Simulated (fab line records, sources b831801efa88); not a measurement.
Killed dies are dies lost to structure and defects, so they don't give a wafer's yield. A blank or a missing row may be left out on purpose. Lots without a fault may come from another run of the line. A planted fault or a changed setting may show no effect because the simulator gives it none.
A struck lot beside a sound one | flow gf180mcu | 44 steps out of a route of 602
Sound: wafers L221.1, L221.2, L221.4. Struck: wafer L224.1. (L224.5, L224.6 of the same lot were not struck and are left out.) The cause comes at the end.
At each step with rows: each side's tool, then ch and its chambers, then its first start. Under that, the readings that differ: sound wafers | struck wafers | difference of the means | sigmas: that difference in standard deviations of wafers without a fault.
alike: readings whose means differ by less than 2 such deviations, and words and numbers that are the same on both sides. not compared: withheld readings, readings that some wafer has no value for, bounds like >300 that may hide the same value, and numbers for which the record gives no deviation and whose values overlap.
The two part at a step that has a row with sigmas, a row that says differs or no value, or rows on one side only. Numbers that don't overlap but have no deviation are shown without sigmas and don't part them. A reading that every wafer of one side lacks parts them only if that side has two wafers or more.

first, 2 steps without rows for these wafers: GF_CONTACT_CLEAN_20 (cleans in DIW); GF_CONTACT_CLEAN_21 (cleans in dHF, time 20 s).
GF_CONTACT_SPUTTER_22: material Ti, target thk 15 nm, time 80.02 s.
  sound on pvd_sputter-02, day 16 14:11; struck on pvd_sputter-03, day 17 17:04
  alike: cathode_dc_power_W, throttle_valve_pct
then, 2 steps without rows for these wafers: GF_CONTACT_SPUTTER_23 (material TiN, target thk 10 nm, time 40 s); GF_CONTACT_CVD_24 (deposits W, target thk 300 nm, time 90.339 s).
GF_CONTACT_RS_MEAS_25: measures by four-point-probe.
  sound on film_metro-04, day 16 14:23; struck on film_metro-01, day 17 17:16
  alike: CONTACT_W_RS
GF_CONTACT_THK_MEAS_26: measures by xrf.
  sound on film_metro-04, day 16 14:31; struck on film_metro-01, day 17 17:23
  alike: CONTACT_W_THK
GF_CONTACT_CMP_27: polishes, stops on SiO2, t overpolish 15 s, target thk 0 nm.
  sound on cmp-02 ch 0,1,3, day 16 14:34; struck on cmp-01 ch 3, day 17 17:36
  alike: motor_current_A, overpolish_run_s, time_to_endpoint_s
then, 1 step without rows for these wafers: GF_M1_SPUTTER_00 (material Ti, target thk 37.5 nm, time 150 s).
GF_M1_SPUTTER_01: material TiN, target thk 30 nm, time 25 s.
  sound on pvd_sputter-01, day 16 14:58; struck on pvd_sputter-01, day 17 17:51
  alike: cathode_dc_power_W, throttle_valve_pct
then, 2 steps without rows for these wafers: GF_M1_SPUTTER_02 (material AlCu, target thk 450 nm, time 23.9 s); GF_M1_SPUTTER_03 (material Ti, target thk 10 nm, time 6.7 s).
GF_M1_SPUTTER_04: material TiN, target thk 50 nm, time 41.7 s.
  sound on pvd_sputter-01, day 16 15:03; struck on pvd_sputter-01, day 17 17:56
  reading                                | sound                | struck | difference | sigmas
  cathode_dc_power_W (W)                 | 6501.5 6499.2 6501.0 | 4931.0 | -1569.6    | -99 or more
  model.TiN_of_M1_SPUTTER_04.thk_nm (nm) | 50.22 50.77 49.93    | 37.04  | -13.27     |
  alike: throttle_valve_pct
GF_M1_RS_MEAS_05: measures by four-point-probe.
  sound on film_metro-01, day 16 15:05; struck on film_metro-03, day 17 17:58
  alike: M1_ALCU_RS
GF_M1_THK_MEAS_06: measures by xrf.
  sound on film_metro-01, day 16 15:13; struck on film_metro-03, day 17 18:05
  reading          | sound       | struck | difference | sigmas
  M1_ALCU_THK (nm) | 445 441 452 | 459    | +13        | +3
then, 7 steps without rows for these wafers: GF_M1_DEHYDRATE_07 (time 60 s); GF_M1_HMDS_08 (prime time 60 s); GF_M1_COAT_09 (resist thk 1000 nm); GF_M1_SOFTBAKE_10 (time 60 s); GF_M1_EXPOSE_11 (exposes mask Metal1, target cd 230 nm); GF_M1_PEB_12 (peb time 90 s); GF_M1_DEVELOP_13 (develop time 60 s).
GF_M1_CD_MEAS_14: target cd 230 nm.
  sound on cd_sem-02, day 17 14:46; struck on cd_sem-01, day 18 17:39
  alike: cd_nm
GF_M1_OVL_MEAS_15:
  sound on overlay-01, day 17 14:53; struck on overlay-02, day 18 17:46
  alike: M1_OVL
then, 1 step without rows for these wafers: GF_M1_METAL_ETCH_16 (etches the open film in Cl2/BCl3, stops on SiO2, target depth 627.5 nm, time 104.6 s).
GF_M1_STRIP_17: strips in O2/N2.
  sound on plasma_asher-03 ch 0,1, day 17 15:04; struck on plasma_asher-03 ch 0, day 18 17:55
  alike: drypump_motor_current_A, heater_power_w, oes_product_au, strip_time_to_endpoint_s
  not compared: rf_hours_counter_h
then, 3 steps without rows for these wafers: GF_M1_STRIP_18 (strips in post etch residue remover, time 1200 s); GF_M1_CLEAN_19 (cleans in DIW); GF_V1_CVD_00 (deposits SiO2, target thk 600 nm, time 100 s).
GF_V1_THK_MEAS_01:
  sound on film_metro-03, day 17 15:41; struck on film_metro-03, day 18 18:31
  alike: V1_CVD_00_THK
then, 1 step without rows for these wafers: GF_V1_CVD_02 (deposits SiO2 from TEOS, target thk 850 nm, time 94.851 s).
GF_V1_THK_MEAS_03:
  sound on film_metro-04, day 17 15:49; struck on film_metro-03, day 18 18:39
  alike: V1_CVD_02_THK
GF_V1_CMP_04: polishes SiO2.
  sound on cmp-02 ch 0,2,3, day 17 15:55; struck on cmp-01 ch 2, day 18 18:43
  alike: motor_current_A, time_to_endpoint_s
GF_V1_BOW_MEAS_05:
  sound on film_metro-02, day 17 16:10; struck on film_metro-02, day 18 19:01
  alike: V1_BOW
then, 8 steps without rows for these wafers: GF_V1_DEHYDRATE_06 (time 60 s); GF_V1_HMDS_07 (prime time 60 s); GF_V1_COAT_08; GF_V1_COAT_09 (resist thk 1000 nm); GF_V1_SOFTBAKE_10 (time 60 s); GF_V1_EXPOSE_11 (exposes mask Via1, target cd 260 nm); GF_V1_PEB_12 (peb time 90 s); GF_V1_DEVELOP_13 (develop time 60 s).
GF_V1_STRIP_19: strips in post etch residue remover, time 1200 s.
  sound on wet_bench-01 ch 3, day 18 16:08; struck on wet_bench-01 ch 2, day 19 20:11
  reading                                | sound             | struck | difference | sigmas
  model.TiN_of_M1_SPUTTER_04.thk_nm (nm) | 49.37 49.92 49.08 | 36.19  | -13.27     |
  alike: bath_guard_temp_C
GF_PASSIVATION_PROBE_99:
  the record has rows for the sound wafers here (prober-01, day 29 12:10) and none for the struck ones

WHERE THEY PART
First at GF_M1_SPUTTER_04; last, within this record, at GF_PASSIVATION_PROBE_99.

WHY: what the simulator had put in
Process parameter drift: pvd_sputter-01, from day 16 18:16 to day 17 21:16, at GF_M1_SPUTTER_04. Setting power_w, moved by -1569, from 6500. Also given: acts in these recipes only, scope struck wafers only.
